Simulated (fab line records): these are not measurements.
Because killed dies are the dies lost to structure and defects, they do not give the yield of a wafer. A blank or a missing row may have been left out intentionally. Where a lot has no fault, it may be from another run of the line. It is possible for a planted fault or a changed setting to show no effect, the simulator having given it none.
What tool caused it? || flow sky130 || 72 wafers from 24 lots sampled at 5 of the route's 708 steps

WHAT THE GAUGES SHOWED, per wafer
SKY_METAL1_CD_MEAS_15: target cd 140 nm.
{"lot": "L074", "measured": "day 33 01:58", "on": "cd sem-01", "cd nm (nm)": "138.6 138.9 136.8"}
{"lot": "L075", "measured": "day 33 14:22", "on": "cd sem-01", "cd nm (nm)": "137.4 138.2 138.3"}
{"lot": "L076", "measured": "day 33 23:48", "on": "cd sem-02", "cd nm (nm)": "141.1 140.7 141.6"}
{"lot": "L077", "measured": "day 34 08:11", "on": "cd sem-02", "cd nm (nm)": "139.4 140.1 140.3"}
{"lot": "L078", "measured": "day 34 12:25", "on": "cd sem-01", "cd nm (nm)": "138.3 138.7 138.6"}
{"lot": "L079", "measured": "day 35 01:39", "on": "cd sem-02", "cd nm (nm)": "141.5 141.8 140.1"}
{"lot": "L080", "measured": "day 35 04:01", "on": "cd sem-01", "cd nm (nm)": "140.0 141.0 141.3"}
{"lot": "L081", "measured": "day 35 07:50", "on": "cd sem-01", "cd nm (nm)": "139.5 139.2 139.0"}
{"lot": "L082", "measured": "day 35 15:34", "on": "cd sem-02", "cd nm (nm)": "138.4 138.4 139.0"}
{"lot": "L083", "measured": "day 36 02:05", "on": "cd sem-02", "cd nm (nm)": "136.6 138.0 137.1"}
{"lot": "L084", "measured": "day 36 04:07", "on": "cd sem-01", "cd nm (nm)": "139.5 138.4 140.4"}
{"lot": "L085", "measured": "day 36 14:13", "on": "cd sem-01", "cd nm (nm)": "139.8 140.5 141.3"}
{"lot": "L087", "measured": "day 37 03:10", "on": "cd sem-02", "cd nm (nm)": "141.3 140.9 139.9"}
{"lot": "L086", "measured": "day 37 04:59", "on": "cd sem-01", "cd nm (nm)": "136.7 139.0 138.7"}
{"lot": "L088", "measured": "day 37 05:46", "on": "cd sem-01", "cd nm (nm)": "137.3 140.2 138.1"}
{"lot": "L089", "measured": "day 37 21:04", "on": "cd sem-02", "cd nm (nm)": "139.8 139.6 138.8"}
{"lot": "L090", "measured": "day 38 05:15", "on": "cd sem-01", "cd nm (nm)": "140.4 140.6 140.0"}
{"lot": "L091", "measured": "day 38 07:50", "on": "cd sem-01", "cd nm (nm)": "140.4 140.0 140.0"}
{"lot": "L092", "measured": "day 38 12:59", "on": "cd sem-02", "cd nm (nm)": "138.2 139.1 137.6"}
{"lot": "L093", "measured": "day 39 04:25", "on": "cd sem-01", "cd nm (nm)": "139.8 140.1 139.0"}
{"lot": "L094", "measured": "day 39 05:46", "on": "cd sem-01", "cd nm (nm)": "139.8 139.8 139.2"}
{"lot": "L095", "measured": "day 39 08:23", "on": "cd sem-01", "cd nm (nm)": "140.0 140.2 139.6"}
{"lot": "L096", "measured": "day 39 18:46", "on": "cd sem-01", "cd nm (nm)": "139.8 140.2 139.8"}
{"lot": "L097", "measured": "day 40 00:52", "on": "cd sem-01", "cd nm (nm)": "139.9 138.8 139.9"}

SKY_VIA1_THK_MEAS_01.
{"lot": "L074", "measured": "day 33 03:10", "on": "film metro-01", "VIA1_HDPCVD_THK (nm)": "1002 990 982"}
{"lot": "L075", "measured": "day 33 15:43", "on": "film metro-04", "VIA1_HDPCVD_THK (nm)": "981 978 990"}
{"lot": "L076", "measured": "day 34 01:08", "on": "film metro-04", "VIA1_HDPCVD_THK (nm)": "970 975 997"}
{"lot": "L077", "measured": "day 34 09:32", "on": "film metro-04", "VIA1_HDPCVD_THK (nm)": "967 975 981"}
{"lot": "L078", "measured": "day 34 13:28", "on": "film metro-02", "VIA1_HDPCVD_THK (nm)": "968 986 979"}
{"lot": "L079", "measured": "day 35 03:14", "on": "film metro-04", "VIA1_HDPCVD_THK (nm)": "993 960 979"}
{"lot": "L080", "measured": "day 35 05:09", "on": "film metro-04", "VIA1_HDPCVD_THK (nm)": "969 985 984"}
{"lot": "L081", "measured": "day 35 09:05", "on": "film metro-02", "VIA1_HDPCVD_THK (nm)": "970 967 983"}
{"lot": "L082", "measured": "day 35 16:53", "on": "film metro-04", "VIA1_HDPCVD_THK (nm)": "993 979 987"}
{"lot": "L083", "measured": "day 36 03:25", "on": "film metro-02", "VIA1_HDPCVD_THK (nm)": "981 979 981"}
{"lot": "L084", "measured": "day 36 06:11", "on": "film metro-04", "VIA1_HDPCVD_THK (nm)": "971 983 960"}
{"lot": "L085", "measured": "day 36 15:40", "on": "film metro-04", "VIA1_HDPCVD_THK (nm)": "957 973 973"}
{"lot": "L087", "measured": "day 37 04:13", "on": "film metro-04", "VIA1_HDPCVD_THK (nm)": "982 979 1000"}
{"lot": "L086", "measured": "day 37 06:01", "on": "film metro-04", "VIA1_HDPCVD_THK (nm)": "963 966 965"}
{"lot": "L088", "measured": "day 37 06:47", "on": "film metro-04", "VIA1_HDPCVD_THK (nm)": "985 995 999"}
{"lot": "L089", "measured": "day 37 22:08", "on": "film metro-04", "VIA1_HDPCVD_THK (nm)": "982 1003 998"}
{"lot": "L090", "measured": "day 38 06:19", "on": "film metro-04", "VIA1_HDPCVD_THK (nm)": "979 987 977"}
{"lot": "L091", "measured": "day 38 08:53", "on": "film metro-04", "VIA1_HDPCVD_THK (nm)": "975 983 981"}
{"lot": "L092", "measured": "day 38 14:01", "on": "film metro-04", "VIA1_HDPCVD_THK (nm)": "971 977 977"}
{"lot": "L093", "measured": "day 39 05:27", "on": "film metro-02", "VIA1_HDPCVD_THK (nm)": "990 991 972"}
{"lot": "L094", "measured": "day 39 06:51", "on": "film metro-01", "VIA1_HDPCVD_THK (nm)": "995 988 999"}
{"lot": "L095", "measured": "day 39 09:25", "on": "film metro-02", "VIA1_HDPCVD_THK (nm)": "981 967 972"}
{"lot": "L096", "measured": "day 39 19:49", "on": "film metro-02", "VIA1_HDPCVD_THK (nm)": "971 981 973"}
{"lot": "L097", "measured": "day 40 01:54", "on": "film metro-04", "VIA1_HDPCVD_THK (nm)": "971 975 975"}

SKY_METAL4_OVL_MEAS_14.
{"lot": "L074", "measured": "day 42 02:23", "on": "overlay-01", "METAL4_OVL (nm)": "-5 -10 -4"}
{"lot": "L075", "measured": "day 42 12:50", "on": "overlay-01", "METAL4_OVL (nm)": "2 -4 0"}
{"lot": "L076", "measured": "day 42 18:29", "on": "overlay-02", "METAL4_OVL (nm)": "-7 -7 -8"}
{"lot": "L077", "measured": "day 43 03:56", "on": "overlay-02", "METAL4_OVL (nm)": "-1 -3 5"}
{"lot": "L078", "measured": "day 43 06:32", "on": "overlay-02", "METAL4_OVL (nm)": "1 5 -3"}
{"lot": "L079", "measured": "day 43 18:58", "on": "overlay-01", "METAL4_OVL (nm)": "-2 -3 -8"}
{"lot": "L080", "measured": "day 43 20:25", "on": "overlay-01", "METAL4_OVL (nm)": "3 -3 0"}
{"lot": "L081", "measured": "day 43 23:17", "on": "overlay-01", "METAL4_OVL (nm)": "-8 -8 -9"}
{"lot": "L082", "measured": "day 44 07:16", "on": "overlay-01", "METAL4_OVL (nm)": "-14 -8 -2"}
{"lot": "L083", "measured": "day 44 18:02", "on": "overlay-01", "METAL4_OVL (nm)": "6 0 -5"}
{"lot": "L084", "measured": "day 44 18:38", "on": "overlay-02", "METAL4_OVL (nm)": "-5 -5 -8"}
{"lot": "L085", "measured": "day 45 01:17", "on": "overlay-01", "METAL4_OVL (nm)": "-4 -7 -7"}
{"lot": "L087", "measured": "day 45 14:10", "on": "overlay-02", "METAL4_OVL (nm)": "8 3 10"}
{"lot": "L086", "measured": "day 45 16:38", "on": "overlay-02", "METAL4_OVL (nm)": "2 5 -1"}
{"lot": "L088", "measured": "day 45 16:59", "on": "overlay-02", "METAL4_OVL (nm)": "1 1 4"}
{"lot": "L089", "measured": "day 46 03:07", "on": "overlay-01", "METAL4_OVL (nm)": "-11 -7 -6"}
{"lot": "L090", "measured": "day 46 10:29", "on": "overlay-01", "METAL4_OVL (nm)": "-6 -2 4"}
{"lot": "L091", "measured": "day 46 14:53", "on": "overlay-01", "METAL4_OVL (nm)": "-2 -7 -4"}
{"lot": "L092", "measured": "day 46 17:06", "on": "overlay-01", "METAL4_OVL (nm)": "-5 -16 -6"}
{"lot": "L093", "measured": "day 47 04:29", "on": "overlay-01", "METAL4_OVL (nm)": "-6 0 -10"}
{"lot": "L094", "measured": "day 47 08:44", "on": "overlay-01", "METAL4_OVL (nm)": "-7 1 2"}
{"lot": "L095", "measured": "day 47 10:51", "on": "overlay-02", "METAL4_OVL (nm)": "-4 -8 -5"}
{"lot": "L096", "measured": "day 47 18:14", "on": "overlay-01", "METAL4_OVL (nm)": "4 -2 -1"}
{"lot": "L097", "measured": "day 47 22:58", "on": "overlay-01", "METAL4_OVL (nm)": "5 2 6"}

WHAT TOOL EACH LOT RAN ON (gives the tool, then ch and the chambers of the sampled wafers, and finally the start)
{"lot": "L074", "SKY_METAL2_METAL_ETCH_19": "rie metal-02 ch 1, day 35 11:07", "SKY_METAL3_ETCH_17": "rie diel-04 ch 0,2,3, day 38 20:50"}
{"lot": "L075", "SKY_METAL2_METAL_ETCH_19": "rie metal-02 ch 0,1, day 35 23:04", "SKY_METAL3_ETCH_17": "rie diel-03 ch 0,2, day 39 07:43"}
{"lot": "L076", "SKY_METAL2_METAL_ETCH_19": "rie metal-01 ch 0,1, day 36 07:47", "SKY_METAL3_ETCH_17": "rie diel-02 ch 1,2,3, day 39 15:13"}
{"lot": "L077", "SKY_METAL2_METAL_ETCH_19": "rie metal-01 ch 0,1, day 36 16:14", "SKY_METAL3_ETCH_17": "rie diel-04 ch 2,3, day 39 23:51"}
{"lot": "L078", "SKY_METAL2_METAL_ETCH_19": "rie metal-01 ch 0,1, day 36 20:19", "SKY_METAL3_ETCH_17": "rie diel-04 ch 0,2,3, day 40 03:22"}
{"lot": "L079", "SKY_METAL2_METAL_ETCH_19": "rie metal-01 ch 0, day 37 09:40", "SKY_METAL3_ETCH_17": "rie diel-04 ch 0,2,3, day 40 16:46"}
{"lot": "L080", "SKY_METAL2_METAL_ETCH_19": "rie metal-02 ch 0,1, day 37 12:05", "SKY_METAL3_ETCH_17": "rie diel-03 ch 1,2, day 40 18:11"}
{"lot": "L081", "SKY_METAL2_METAL_ETCH_19": "rie metal-01 ch 0,1, day 37 15:00", "SKY_METAL3_ETCH_17": "rie diel-04 ch 1,2,3, day 40 20:22"}
{"lot": "L082", "SKY_METAL2_METAL_ETCH_19": "rie metal-01 ch 0,1, day 37 22:52", "SKY_METAL3_ETCH_17": "rie diel-03 ch 1,3, day 41 05:29"}
{"lot": "L083", "SKY_METAL2_METAL_ETCH_19": "rie metal-01 ch 0,1, day 38 09:28", "SKY_METAL3_ETCH_17": "rie diel-04 ch 1,2,3, day 41 15:29"}
{"lot": "L084", "SKY_METAL2_METAL_ETCH_19": "rie metal-02 ch 0,1, day 38 11:22", "SKY_METAL3_ETCH_17": "rie diel-02 ch 0,2,3, day 41 16:21"}
{"lot": "L085", "SKY_METAL2_METAL_ETCH_19": "rie metal-03 ch 0,1, day 38 20:22", "SKY_METAL3_ETCH_17": "rie diel-02 ch 0,2,3, day 42 01:24"}
{"lot": "L087", "SKY_METAL2_METAL_ETCH_19": "rie metal-03 ch 0,1, day 39 09:19", "SKY_METAL3_ETCH_17": "rie diel-02 ch 0,2,3, day 42 14:32"}
{"lot": "L086", "SKY_METAL2_METAL_ETCH_19": "rie metal-02 ch 0,1, day 39 11:37", "SKY_METAL3_ETCH_17": "rie diel-03 ch 0,2,3, day 42 16:41"}
{"lot": "L088", "SKY_METAL2_METAL_ETCH_19": "rie metal-01 ch 0,1, day 39 12:00", "SKY_METAL3_ETCH_17": "rie diel-02 ch 0,1,3, day 42 16:49"}
{"lot": "L089", "SKY_METAL2_METAL_ETCH_19": "rie metal-03 ch 0,1, day 40 02:49", "SKY_METAL3_ETCH_17": "rie diel-02 ch 0,2,3, day 43 05:50"}
{"lot": "L090", "SKY_METAL2_METAL_ETCH_19": "rie metal-02 ch 0,1, day 40 09:14", "SKY_METAL3_ETCH_17": "rie diel-03 ch 0,1,3, day 43 12:58"}
{"lot": "L091", "SKY_METAL2_METAL_ETCH_19": "rie metal-01 ch 0,1, day 40 12:16", "SKY_METAL3_ETCH_17": "rie diel-02 ch 1,2,3, day 43 16:31"}
{"lot": "L092", "SKY_METAL2_METAL_ETCH_19": "rie metal-02 ch 0,1, day 40 18:14", "SKY_METAL3_ETCH_17": "rie diel-03 ch 0,1,3, day 43 19:53"}
{"lot": "L093", "SKY_METAL2_METAL_ETCH_19": "rie metal-03 ch 0,1, day 41 07:58", "SKY_METAL3_ETCH_17": "rie diel-04 ch 1,2, day 44 09:02"}
{"lot": "L094", "SKY_METAL2_METAL_ETCH_19": "rie metal-01 ch 0,1, day 41 10:52", "SKY_METAL3_ETCH_17": "rie diel-04 ch 0,2,3, day 44 13:12"}
{"lot": "L095", "SKY_METAL2_METAL_ETCH_19": "rie metal-01 ch 1, day 41 13:13", "SKY_METAL3_ETCH_17": "rie diel-03 ch 0,1,3, day 44 15:31"}
{"lot": "L096", "SKY_METAL2_METAL_ETCH_19": "rie metal-03 ch 0,1, day 41 21:34", "SKY_METAL3_ETCH_17": "rie diel-02 ch 0,2,3, day 44 22:20"}
{"lot": "L097", "SKY_METAL2_METAL_ETCH_19": "rie metal-01 ch 0,1, day 42 06:51", "SKY_METAL3_ETCH_17": "rie diel-04 ch 1,2, day 45 06:27"}
- SKY_METAL2_METAL_ETCH_19: etches the open film in Cl2/BCl3, stops on SiO2, target depth 360 nm, time 78 s.
- SKY_METAL3_ETCH_17: etches SiO2 in C4F8/O2/Ar, stops on TiN, time 3.9 s, target depth 15 nm.

AS READ BY THE TOOLS THEMSELVES (means over the sampled wafers that have a number; for cases with no such wafer, the mark the record gives instead)
SKY_METAL2_METAL_ETCH_19.
{"lot": "L074", "tool": "rie metal-02", "drypump motor current A (A)": 5.9, "oes product au (a.u.)": 0.854, "throttle valve pct (%)": 22.266}
{"lot": "L075", "tool": "rie metal-02", "drypump motor current A (A)": 5.8, "oes product au (a.u.)": 0.853, "throttle valve pct (%)": 22.263}
{"lot": "L076", "tool": "rie metal-01", "drypump motor current A (A)": 5.1, "oes product au (a.u.)": 0.857, "throttle valve pct (%)": 22.265}
{"lot": "L077", "tool": "rie metal-01", "drypump motor current A (A)": 5.5, "oes product au (a.u.)": 0.861, "throttle valve pct (%)": 22.264}
{"lot": "L078", "tool": "rie metal-01", "drypump motor current A (A)": 5.1, "oes product au (a.u.)": 0.845, "throttle valve pct (%)": 22.268}
{"lot": "L079", "tool": "rie metal-01", "drypump motor current A (A)": 4.7, "oes product au (a.u.)": 0.858, "throttle valve pct (%)": 22.268}
{"lot": "L080", "tool": "rie metal-02", "drypump motor current A (A)": 5.6, "oes product au (a.u.)": 0.860, "throttle valve pct (%)": 22.257}
{"lot": "L081", "tool": "rie metal-01", "drypump motor current A (A)": 5.1, "oes product au (a.u.)": 0.859, "throttle valve pct (%)": 22.263}
{"lot": "L082", "tool": "rie metal-01", "drypump motor current A (A)": 5.1, "oes product au (a.u.)": 0.861, "throttle valve pct (%)": 22.265}
{"lot": "L083", "tool": "rie metal-01", "drypump motor current A (A)": 5.1, "oes product au (a.u.)": 0.858, "throttle valve pct (%)": 22.259}
{"lot": "L084", "tool": "rie metal-02", "drypump motor current A (A)": 5.8, "oes product au (a.u.)": 0.855, "throttle valve pct (%)": 22.269}
{"lot": "L085", "tool": "rie metal-03", "drypump motor current A (A)": 5.5, "oes product au (a.u.)": 0.845, "throttle valve pct (%)": 22.268}
{"lot": "L087", "tool": "rie metal-03", "drypump motor current A (A)": 5.8, "oes product au (a.u.)": 0.853, "throttle valve pct (%)": 22.268}
{"lot": "L086", "tool": "rie metal-02", "drypump motor current A (A)": 5.7, "oes product au (a.u.)": 0.851, "throttle valve pct (%)": 22.263}
{"lot": "L088", "tool": "rie metal-01", "drypump motor current A (A)": 5.5, "oes product au (a.u.)": 0.848, "throttle valve pct (%)": 22.262}
{"lot": "L089", "tool": "rie metal-03", "drypump motor current A (A)": 5.4, "oes product au (a.u.)": 0.857, "throttle valve pct (%)": 22.259}
{"lot": "L090", "tool": "rie metal-02", "drypump motor current A (A)": 5.8, "oes product au (a.u.)": 0.854, "throttle valve pct (%)": 22.263}
{"lot": "L091", "tool": "rie metal-01", "drypump motor current A (A)": 5.5, "oes product au (a.u.)": 0.851, "throttle valve pct (%)": 22.265}
{"lot": "L092", "tool": "rie metal-02", "drypump motor current A (A)": 5.6, "oes product au (a.u.)": 0.861, "throttle valve pct (%)": 22.269}
{"lot": "L093", "tool": "rie metal-03", "drypump motor current A (A)": 5.8, "oes product au (a.u.)": 0.858, "throttle valve pct (%)": 22.262}
{"lot": "L094", "tool": "rie metal-01", "drypump motor current A (A)": 5.1, "oes product au (a.u.)": 0.856, "throttle valve pct (%)": 22.255}
{"lot": "L095", "tool": "rie metal-01", "drypump motor current A (A)": 5.9, "oes product au (a.u.)": 0.840, "throttle valve pct (%)": 22.264}
{"lot": "L096", "tool": "rie metal-03", "drypump motor current A (A)": 5.8, "oes product au (a.u.)": 0.855, "throttle valve pct (%)": 22.257}
{"lot": "L097", "tool": "rie metal-01", "drypump motor current A (A)": 5.1, "oes product au (a.u.)": 0.852, "throttle valve pct (%)": 22.260}

SKY_METAL3_ETCH_17.
{"lot": "L074", "tool": "rie diel-04", "oes product au (a.u.)": 0.750}
{"lot": "L075", "tool": "rie diel-03", "oes product au (a.u.)": 0.747}
{"lot": "L076", "tool": "rie diel-02", "oes product au (a.u.)": 0.745}
{"lot": "L077", "tool": "rie diel-04", "oes product au (a.u.)": 0.742}
{"lot": "L078", "tool": "rie diel-04", "oes product au (a.u.)": 0.745}
{"lot": "L079", "tool": "rie diel-04", "oes product au (a.u.)": 0.757}
{"lot": "L080", "tool": "rie diel-03", "oes product au (a.u.)": 0.744}
{"lot": "L081", "tool": "rie diel-04", "oes product au (a.u.)": 0.754}
{"lot": "L082", "tool": "rie diel-03", "oes product au (a.u.)": 0.740}
{"lot": "L083", "tool": "rie diel-04", "oes product au (a.u.)": 0.747}
{"lot": "L084", "tool": "rie diel-02", "oes product au (a.u.)": 0.752}
{"lot": "L085", "tool": "rie diel-02", "oes product au (a.u.)": 0.749}
{"lot": "L087", "tool": "rie diel-02", "oes product au (a.u.)": 0.746}
{"lot": "L086", "tool": "rie diel-03", "oes product au (a.u.)": 0.756}
{"lot": "L088", "tool": "rie diel-02", "oes product au (a.u.)": 0.749}
{"lot": "L089", "tool": "rie diel-02", "oes product au (a.u.)": 0.748}
{"lot": "L090", "tool": "rie diel-03", "oes product au (a.u.)": 0.757}
{"lot": "L091", "tool": "rie diel-02", "oes product au (a.u.)": 0.741}
{"lot": "L092", "tool": "rie diel-03", "oes product au (a.u.)": 0.742}
{"lot": "L093", "tool": "rie diel-04", "oes product au (a.u.)": 0.758}
{"lot": "L094", "tool": "rie diel-04", "oes product au (a.u.)": 0.751}
{"lot": "L095", "tool": "rie diel-03", "oes product au (a.u.)": 0.758}
{"lot": "L096", "tool": "rie diel-02", "oes product au (a.u.)": 0.754}
{"lot": "L097", "tool": "rie diel-04", "oes product au (a.u.)": 0.756}

THE ANSWER, worked out from the rows above alone
Rule: the usual values come from the lots themselves. Put in order of their means at a reading, lots are off if they are a third of the lots or fewer, leave a main group of 4 or more, and stand apart from it by a gap of 3 or more times the standard deviation of the main group's means; of several such gaps the widest counts. A main group is skipped when, at the precision printed for the reading in the tables above, its means are all equal. A lot without any number at a reading at which 4 lots or more have one is off too. All remaining lots with rows at the step are treated as sound. Order of review: gauges by route order, followed by the tools' own readings, for which a lot's mean as printed above is used. At the first step where some lot is off, the reading lying furthest off is the one used; lots without a number count as furthest.
Nothing can be told from this: no lot is off at any reading shown.

WHAT HAD BEEN PUT IN BY THE SIMULATOR
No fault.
